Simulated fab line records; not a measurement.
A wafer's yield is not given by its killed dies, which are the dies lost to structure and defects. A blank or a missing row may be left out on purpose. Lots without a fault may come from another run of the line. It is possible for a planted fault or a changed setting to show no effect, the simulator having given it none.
fab line records	flow gf180mcu
record lots=5	wafers=15	last_day=33
route steps=602 shown M1@330 V1@335
lots that met no fault: taken from a fault-free run of the same line
start_h: hours from the record's first day to the start of the lot's first wafer shown	wait_h: hours since the lot's step before	" the same as in the row above	L1.1+2: a row that stands for several wafers	- value missing, or start not given	* or withheld: withheld	< > ~ a bound
route shown NAME@n: a module of which the file shows steps, and the number in the route of the first	usual: mean and standard deviation over wafers with no fault	same: alike in all rows	chamber/n: place in a boat	sites: per-site readings	_std_site: how widely they spread, as a standard deviation	_edge_site: mean of outer sites minus mean of inner sites	radius_mm: for every site, how far away it sits from the centre of the wafer	mask NAME#n: copy n	behind: the most recent tool/chamber to have shaped the wafer	hold: what put the lot on hold/how long, in hours/how the hold closed	device: the transistor (n, p or np) that didn't switch	end of line: the route-end tests of the same wafers	a step without rows: its recipe alone	killed: count of dies lost to structure and defects at first sort (not the wafer's yield)	map: shows each die of a wafer: x if killed, . if not, _ if none is there
set.NAME: the setting as run; set.NAME@STEP: as run at that earlier step	model.NAME: the simulator's own value behind a step, which no gauge read
certain route steps with their lots: each step a table, each wafer a row
services: from which hour (start_h, from the record's first day; less than 0 if before it) a tool's chamber was out of use, for how many hours, and why
## steps
# step GF_M1_OVL_MEAS_15
# usual M1_OVL=-1/4.7
lot.wafer	tool	chamber	start_h	wait_h	M1_OVL[nm]
L076.3	overlay-01	-	394.68	0.1	-4
L076.4	"	-	"	"	-3
L076.6	"	-	"	"	-4
L077.2	overlay-01	-	404.62	0.1	4
L077.3	"	-	"	"	3
L077.5	"	-	"	"	1
L079.1	overlay-02	-	427.84	0.1	2
L079.2	"	-	"	"	-5
L079.4	"	-	"	"	-4
L081.1	overlay-02	-	451.81	0.1	-3
L081.3	"	-	"	"	2
L081.4	"	-	"	"	-10
L092.1	overlay-01	-	557.41	0.1	-1
L092.3	"	-	"	"	4
L092.5	"	-	"	"	-2
# step GF_M1_METAL_ETCH_16
# recipe chemistry=Cl2/BCl3	mask_material=KrF	target_depth_nm=750.8	stop_on=SiO2	pressure_mtorr=8	icp_w=826.2	bias_w=140	Cl2_flow_sccm=80	bcl3_flow_sccm=40	time_s=125.1
# usual bcl3_flow_sccm=39.99/0.11	drypump_motor_current_A=5.9/0.52	oes_product_au=0.997/0.0043	throttle_valve_pct=28.223/0.0086
lot.wafer	tool	chamber	start_h	wait_h	bcl3_flow_sccm	drypump_motor_current_A	oes_product_au	rf_hours_counter_h	throttle_valve_pct
L076.3	rie_metal-04	1	394.74	0.1	39.99	6.3	0.991	-	28.204
L076.4	"	0	"	"	40.02	6.6	0.996	-	28.234
L076.6	"	0	"	"	39.97	6.6	0.997	-	28.212
L077.2	rie_metal-01	0	404.65	0.0	40.04	5.5	1.002	14	28.221
L077.3	"	0	"	"	40.04	5.5	0.991	-	28.221
L077.5	"	1	"	"	40.06	5.4	1.004	-	28.232
L079.1	rie_metal-04	1	427.87	0.0	40.04	6.3	0.993	10	28.218
L079.2	"	0	"	"	39.80	6.6	0.999	4	28.220
L079.4	"	0	"	"	39.81	6.6	0.993	-	28.219
L081.1	rie_metal-01	1	451.85	0.0	39.97	5.4	0.994	5	28.224
L081.3	"	1	"	"	40.04	5.4	0.996	-	28.235
L081.4	"	0	"	"	39.97	5.5	0.999	-	28.230
L092.1	rie_metal-01	1	557.45	0.0	40.20	5.4	1.000	9	28.214
L092.3	"	0	"	"	40.07	5.5	1.004	-	28.213
L092.5	"	1	"	"	40.04	5.3	0.997	-	28.216
# step GF_M1_STRIP_17
# recipe chemistry=O2/N2	power_w=1400	pressure_mtorr=1500	platen_temp_c=250	o2_flow_sccm=3000	n2_flow_sccm=300	overash_fraction=0.5
# usual drypump_motor_current_A=5.9/0.35	heater_power_w=346/32	o2_flow_sccm=2998/8.9	oes_product_au=0.531/0.0047	strip_time_to_endpoint_s=7.23/0.054
lot.wafer	tool	chamber	start_h	wait_h	drypump_motor_current_A	heater_power_w	o2_flow_sccm	oes_product_au	rf_hours_counter_h	strip_time_to_endpoint_s
L076.3	plasma_asher-03	1	394.86	0.1	6.1	333	3010	0.536	-	7.36
L076.4	"	0	"	"	5.3	355	2986	0.534	-	7.26
L076.6	"	1	"	"	6.1	342	3019	0.530	-	7.28
L077.2	plasma_asher-03	0	404.78	0.1	5.3	374	2998	0.531	59	7.30
L077.3	"	0	"	"	5.3	358	2995	0.534	-	7.29
L077.5	"	0	"	"	5.3	350	2999	0.532	-	7.26
L079.1	plasma_asher-04	1	428.00	0.1	6.1	328	2992	0.533	79	7.28
L079.2	"	0	"	"	6.2	409	3008	0.536	79	7.20
L079.4	"	1	"	"	6.0	327	3001	0.528	-	7.16
L081.1	plasma_asher-03	1	451.98	0.1	6.1	336	3008	0.534	64	7.20
L081.3	"	0	"	"	5.3	359	2996	0.526	-	7.30
L081.4	"	1	"	"	6.1	345	2990	0.528	-	7.29
L092.1	plasma_asher-04	1	557.58	0.1	6.1	312	3002	0.538	92	7.22
L092.3	"	1	"	"	6.1	327	3000	0.528	-	7.22
L092.5	"	1	"	"	6.1	320	2992	0.535	-	7.22
# step GF_M1_STRIP_18
# recipe chemistry=post_etch_residue_remover	time_s=1200	temp_c=72.5
# usual temp_c=72.50/0.11
lot.wafer	tool	chamber	start_h	wait_h	temp_c
L076.3	wet_bench-02	0	394.93	0.0	72.40
L076.4	"	0	"	"	72.67
L076.6	"	0	"	"	72.52
L077.2	wet_bench-04	3	404.88	0.1	72.59
L077.3	"	3	"	"	72.40
L077.5	"	3	"	"	72.73
L079.1	wet_bench-01	1	428.10	0.1	72.41
L079.2	"	1	"	"	72.32
L079.4	"	1	"	"	72.26
L081.1	wet_bench-04	0	452.08	0.1	72.49
L081.3	"	0	"	"	72.43
L081.4	"	0	"	"	72.48
L092.1	wet_bench-02	0	557.68	0.1	72.59
L092.3	"	0	"	"	72.40
L092.5	"	0	"	"	72.61
# step GF_M1_CLEAN_19
# recipe chemistry=DIW	dry=n2_spin
lot.wafer	tool	chamber	start_h	wait_h
L076.3+4+6	wet_bench-04	0	395.27	0.0
L077.2+3+5	wet_bench-01	1	405.63	0.0
L079.1+2+4	wet_bench-02	2	428.44	0.0
L081.1+3+4	wet_bench-02	2	452.42	0.0
L092.1+3+5	wet_bench-04	1	558.02	0.0
# step GF_V1_CVD_00
# recipe material=SiO2	target_thk_nm=600	sigma_open_frac=0.3	temp_c=400	time_s=100	sih4_flow_sccm=60	pressure_mtorr=6
lot.wafer	tool	chamber	start_h	wait_h
L076.3+4+6	hdpcvd-02	0,1,0	395.47	0.0
L077.2+3+5	hdpcvd-02	1,2,2	405.73	0.0
L079.1+2+4	hdpcvd-01	0,1,1	428.55	0.0
L081.1+3+4	hdpcvd-02	1,1,0	452.60	0.0
L092.1+3+5	hdpcvd-01	2,1,0	558.20	0.0
# step GF_V1_THK_MEAS_01
# recipe reads=SiO2_of_V1_CVD_00
# usual V1_CVD_00_THK=600/6.9
lot.wafer	tool	chamber	start_h	wait_h	V1_CVD_00_THK[nm]
L076.3	film_metro-02	-	395.56	0.1	600
L076.4	"	-	"	"	601
L076.6	"	-	"	"	594
L077.2	film_metro-02	-	405.81	0.0	595
L077.3	"	-	"	"	598
L077.5	"	-	"	"	594
L079.1	film_metro-02	-	428.62	0.0	607
L079.2	"	-	"	"	616
L079.4	"	-	"	"	608
L081.1	film_metro-02	-	452.71	0.1	608
L081.3	"	-	"	"	597
L081.4	"	-	"	"	593
L092.1	film_metro-02	-	558.28	0.0	600
L092.3	"	-	"	"	602
L092.5	"	-	"	"	604
# step GF_V1_CVD_02
# recipe material=SiO2	target_thk_nm=850	precursor=TEOS	temp_c=400	time_s=94.851	rf_w=600
# usual heater_power_w=664/89
lot.wafer	tool	chamber	start_h	wait_h	heater_power_w
L076.3	pecvd-04	1	395.60	0.0	717
L076.4	"	0	"	"	492
L076.6	"	1	"	"	584
L077.2	pecvd-03	2	405.86	0.0	659
L077.3	"	1	"	"	534
L077.5	"	1	"	"	586
L079.1	pecvd-04	2	428.68	0.1	770
L079.2	"	0	"	"	488
L079.4	"	2	"	"	760
L081.1	pecvd-01	2	452.77	0.1	724
L081.3	"	1	"	"	711
L081.4	"	2	"	"	763
L092.1	pecvd-03	0	558.34	0.1	757
L092.3	"	2	"	"	700
L092.5	"	1	"	"	639
# step GF_V1_THK_MEAS_03
# recipe reads=SiO2_of_V1_CVD_02
# usual V1_CVD_02_THK=843/11
lot.wafer	tool	chamber	start_h	wait_h	V1_CVD_02_THK[nm]
L076.3	film_metro-02	-	395.69	0.1	829
L076.4	"	-	"	"	840
L076.6	"	-	"	"	832
L077.2	film_metro-04	-	405.94	0.0	829
L077.3	"	-	"	"	841
L077.5	"	-	"	"	852
L079.1	film_metro-03	-	428.75	0.0	845
L079.2	"	-	"	"	828
L079.4	"	-	"	"	863
L081.1	film_metro-04	-	452.84	0.0	844
L081.3	"	-	"	"	836
L081.4	"	-	"	"	846
L092.1	film_metro-04	-	558.40	0.0	846
L092.3	"	-	"	"	833
L092.5	"	-	"	"	847
# step GF_V1_CMP_04
# recipe material=SiO2	down_force_psi=4	platen_rpm=60	pad_velocity_m_s=0.94248
# usual head_pressure_psi=4.000/0.0083	motor_current_A=12.2/0.94	time_to_endpoint_s=76/4.8
lot.wafer	tool	chamber	start_h	wait_h	head_pressure_psi	motor_current_A	time_to_endpoint_s
L076.4	cmp-02	2	395.73	0.0	3.991	12.3	79
L076.3	"	3	"	"	4.002	12.6	74
L076.6	"	3	"	"	4.003	13.5	75
L077.2	cmp-01	0	406.28	0.3	3.992	12.2	70
L077.3	"	2	"	"	3.999	12.4	71
L077.5	"	3	"	"	4.014	11.6	78
L079.2	cmp-02	3	428.81	0.0	4.014	13.4	68
L079.4	"	0	"	"	3.997	12.8	82
L079.1	"	1	"	"	3.998	11.2	78
L081.3	cmp-01	3	452.90	0.0	4.010	11.8	75
L081.1	"	0	"	"	4.005	12.3	80
L081.4	"	1	"	"	4.005	12.4	73
L092.3	cmp-02	1	558.54	0.1	4.000	10.1	69
L092.1	"	3	"	"	3.981	13.1	75
L092.5	"	0	"	"	4.003	12.7	79
# step GF_V1_BOW_MEAS_05
# recipe mode=bow
# usual V1_BOW=80/7.3
lot.wafer	tool	chamber	start_h	wait_h	V1_BOW[um]
L076.3	film_metro-04	-	396.07	0.2	80
L076.4	"	-	"	"	90
L076.6	"	-	"	"	76
L077.2	film_metro-04	-	406.55	0.2	86
L077.3	"	-	"	"	92
L077.5	"	-	"	"	84
L079.1	film_metro-02	-	429.11	0.1	83
L079.2	"	-	"	"	83
L079.4	"	-	"	"	82
L081.1	film_metro-02	-	453.20	0.2	75
L081.3	"	-	"	"	86
L081.4	"	-	"	"	87
L092.1	film_metro-03	-	558.79	0.1	83
L092.3	"	-	"	"	76
L092.5	"	-	"	"	79
# step GF_V1_DEHYDRATE_06
# recipe temp_c=200	time_s=60
lot.wafer	tool	chamber	start_h	wait_h
L076.3+4+6	litho_track-04	0	407.64	11.5
L077.2+3+5	litho_track-04	0	417.07	10.5
L079.1+2+4	litho_track-03	0	440.34	11.2
L081.1+3+4	litho_track-02	0	464.32	11.1
L092.1+3+5	litho_track-02	0	568.71	9.9
# step GF_V1_HMDS_07
# recipe prime_time_s=60	prime_temp_c=120
lot.wafer	tool	chamber	start_h	wait_h
L076.3+4+6	litho_track-04	0	407.79	0.1
L077.2+3+5	litho_track-04	0	417.22	0.1
L079.1+2+4	litho_track-03	0	440.49	0.1
L081.1+3+4	litho_track-02	0	464.47	0.1
L092.1+3+5	litho_track-02	0	568.86	0.1
# step GF_V1_COAT_08
# recipe resist=BARC	temp_c=withheld	time_s=withheld	spin_rpm=withheld	resist_thk_nm=withheld
# usual dispense_pressure_kPa=47.4/2.2
lot.wafer	tool	chamber	start_h	wait_h	dispense_pressure_kPa
L076.3	litho_track-04	0	407.94	0.1	46.3
L076.4	"	0	"	"	46.3
L076.6	"	0	"	"	46.3
L077.2	litho_track-04	0	417.37	0.1	46.3
L077.3	"	0	"	"	46.3
L077.5	"	0	"	"	46.4
L079.1	litho_track-03	0	440.64	0.1	54.5
L079.2	"	0	"	"	54.5
L079.4	"	0	"	"	54.5
L081.1	litho_track-02	0	464.62	0.1	47.3
L081.3	"	0	"	"	47.3
L081.4	"	0	"	"	47.3
L092.1	litho_track-02	0	569.01	0.1	47.2
L092.3	"	0	"	"	47.3
L092.5	"	0	"	"	47.3
# step GF_V1_COAT_09
# recipe resist=KrF	spin_rpm=withheld	resist_thk_nm=1000
# usual dispense_pressure_kPa=47.3/2.2
lot.wafer	tool	chamber	start_h	wait_h	dispense_pressure_kPa
L076.3	litho_track-04	0	-	-	46.3
L076.4	"	0	"	"	46.3
L076.6	"	0	"	"	46.3
L077.2	litho_track-04	0	-	-	46.4
L077.3	"	0	"	"	46.3
L077.5	"	0	"	"	46.4
L079.1	litho_track-03	0	-	-	54.5
L079.2	"	0	"	"	54.5
L079.4	"	0	"	"	54.5
L081.1	litho_track-02	0	-	-	47.3
L081.3	"	0	"	"	47.2
L081.4	"	0	"	"	47.2
L092.1	litho_track-02	0	-	-	47.2
L092.3	"	0	"	"	47.3
L092.5	"	0	"	"	47.2
# step GF_V1_SOFTBAKE_10
# recipe temp_c=130	time_s=60	resist=KrF
lot.wafer	tool	chamber	start_h	wait_h
L076.3+4+6	litho_track-04	0	-	-
L077.2+3+5	litho_track-04	0	-	-
L079.1+2+4	litho_track-03	0	-	-
L081.1+3+4	litho_track-02	0	-	-
L092.1+3+5	litho_track-02	0	-	-
# step GF_V1_EXPOSE_11
# recipe mask_id=Via1	target_cd_nm=260	na=0.68	source_shape=conventional	sigma_outer=0.6	dose_mj=38
# same na=0.68
lot.wafer	tool	chamber	start_h	wait_h	mask
L076.3+4+6	krf_scanner-01	0	-	-	Via1#0
L077.2+3+5	krf_scanner-01	0	-	-	Via1#0
L079.1+2+4	krf_scanner-02	0	-	-	Via1#0
L081.1+3+4	krf_scanner-02	0	-	-	Via1#0
L092.1+3+5	krf_scanner-01	0	-	-	Via1#0
## services
tool	chamber	start_h	hours	kind
plasma_asher-04	-	372.44	2.8	pm
krf_scanner-01	-	373.29	0.8	pm
krf_scanner-02	-	374.04	4.4	pm
hdpcvd-01	-	375.72	3.5	repair
krf_scanner-02	-	384.19	0.2	repair
cmp-02	-	385.44	5.2	pm
krf_scanner-01	-	397.62	4.4	pm
cmp-02	-	404.00	4.0	pm
wet_bench-01	-	407.15	2.6	repair
hdpcvd-01	1	410.37	2.9	repair
wet_bench-02	-	419.72	0.7	repair
pecvd-03	0	427.09	6.1	repair
cmp-01	-	428.42	0.5	repair
hdpcvd-02	2	444.07	15.0	repair
krf_scanner-01	-	460.16	1.3	pm
plasma_asher-03	-	467.62	5.3	repair
wet_bench-04	-	472.84	1.8	repair
hdpcvd-02	-	475.12	1.0	repair
plasma_asher-03	-	514.53	1.3	repair
krf_scanner-01	-	519.47	1.0	pm
krf_scanner-01	-	538.58	0.8	pm
hdpcvd-02	-	539.25	15.0	pm
krf_scanner-01	-	540.71	4.0	pm
krf_scanner-01	-	552.62	3.6	pm
## key
fault none
